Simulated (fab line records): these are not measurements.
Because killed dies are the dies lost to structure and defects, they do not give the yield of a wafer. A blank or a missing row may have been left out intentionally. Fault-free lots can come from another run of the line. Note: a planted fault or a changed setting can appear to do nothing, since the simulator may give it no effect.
Which of the tools did it?    flow sky130    12 lots, 36 wafers sampled, at 1 step of a route of 708

WHAT THE GAUGES SHOWED, per wafer
SKY_SD_N_RS_MEAS_18: the measuring method here is four-point-probe. Usual: RES_XHIGH_RS 333.1 ohm/sq, standard deviation 1.2.
lot   measured      on             RES_XHIGH_RS (ohm/sq)  flag
L859  day 28 00:50  film_metro-01  331.2 331.2 332.9      
L861  day 28 23:59  film_metro-04  333.1 333.5 333.3      
L862  day 29 08:53  film_metro-01  334.8 334.2 334.0      
L864  day 29 18:25  film_metro-01  332.2 331.7 332.1      
L863  day 29 21:55  film_metro-04  331.6 331.9 332.2      
L865  day 30 08:45  film_metro-01  331.2 332.2 333.1      
L874  day 34 06:28  film_metro-04  336.5 333.8 335.3      
L875  day 34 11:41  film_metro-03  332.4 331.4 333.7      
L877  day 34 20:17  film_metro-04  335.0 334.8 334.4      
L878  day 34 20:56  film_metro-04  332.4 331.7 332.9      
L879  day 35 07:52  film_metro-01  334.0 333.6 334.3      
L880  day 35 13:56  film_metro-04  334.9 335.1 334.0      

WHICH TOOL RAN EACH LOT (tool, then ch and the chambers of the sampled wafers, then the start)
There is no process step in the record ahead of these readings.

AS READ BY THE TOOLS THEMSELVES (means over the sampled wafers that have a number; for cases with no such wafer, the mark the record gives instead)
The record holds no such reading with a usual standard deviation.

THE ANSWER, worked out from the rows above alone
Rule: take the mean of a lot's wafers that have a number; if it is more than 3 standard deviations from the usual mean, the lot is off. Also off: a lot with no number at a reading for which 4 or more lots have one. Any other lot the step has rows for is counted as sound. Order of review: gauges by route order, followed by the tools' own readings, for which a lot's mean as printed above is used. The first step at which some lot is off is used, and at that step the reading that is off furthest; a lot without a number counts as furthest.
None of the lots is off at any reading shown; this tells nothing.

WHAT HAD BEEN PUT IN BY THE SIMULATOR
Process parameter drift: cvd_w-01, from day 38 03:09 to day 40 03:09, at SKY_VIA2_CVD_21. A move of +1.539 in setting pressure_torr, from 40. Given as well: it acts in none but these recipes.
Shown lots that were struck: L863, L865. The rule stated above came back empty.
